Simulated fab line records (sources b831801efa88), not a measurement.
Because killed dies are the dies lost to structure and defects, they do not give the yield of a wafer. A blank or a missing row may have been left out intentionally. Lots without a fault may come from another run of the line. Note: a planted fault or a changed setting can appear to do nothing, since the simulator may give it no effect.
A lot that was struck, set against a sound lot + flow gf180mcu + 3 out of 602 route steps
Sound: the wafers L598.3, L598.5, L598.6. Wafers L605.1, L605.5, L605.6 were the ones struck. Last of all comes the cause.
Each step with rows lists, per side, the tool, then ch with its chambers, then its first start. Under that, the readings that differ: sound wafers + struck wafers + difference of the means + sigmas: that difference in standard deviations of wafers without a fault.
alike: readings with means less than 2 such deviations apart, plus words and numbers identical on both sides. not compared: withheld readings, readings lacking a value on some wafer, bounds such as >300 that could conceal the same value, and numbers that have no deviation in the record and whose values overlap.
A row with sigmas, a row that says differs or no value, or rows on one side alone: a step with any of these is where the two part. Numbers that have no deviation but don't overlap get no sigmas and don't part them. A reading missing from all wafers of one side parts the sides only when that side holds two or more wafers.

GF_STI_BOW_MEAS_00:
  struck on film metro-01, day 3 17:00; sound on film metro-01, day 2 06:02
  alike: INCOMING_BOW
GF_STI_OXIDATION_01: stabilise 600 s, purge 300 s, target thk 10 nm.
  struck on furnace-02, day 3 17:18; sound on furnace-02 ch 0, day 2 06:07
  no value came back on the struck wafers for ox temp c (C), ox temp c max, zone power lower pct (%); on the sound wafers ox temp c (C) reads 900.0 900.5 900.0
then, 1 step without rows for these wafers: GF_STI_CVD_03 (deposits Si3N4 from DCS/NH3, target thk 207.16 nm, time 3551 s).

== WHERE THEY PART ==
At GF_STI_OXIDATION_01 and nowhere else, as far as this record goes.

WHY: the cause the simulator had injected
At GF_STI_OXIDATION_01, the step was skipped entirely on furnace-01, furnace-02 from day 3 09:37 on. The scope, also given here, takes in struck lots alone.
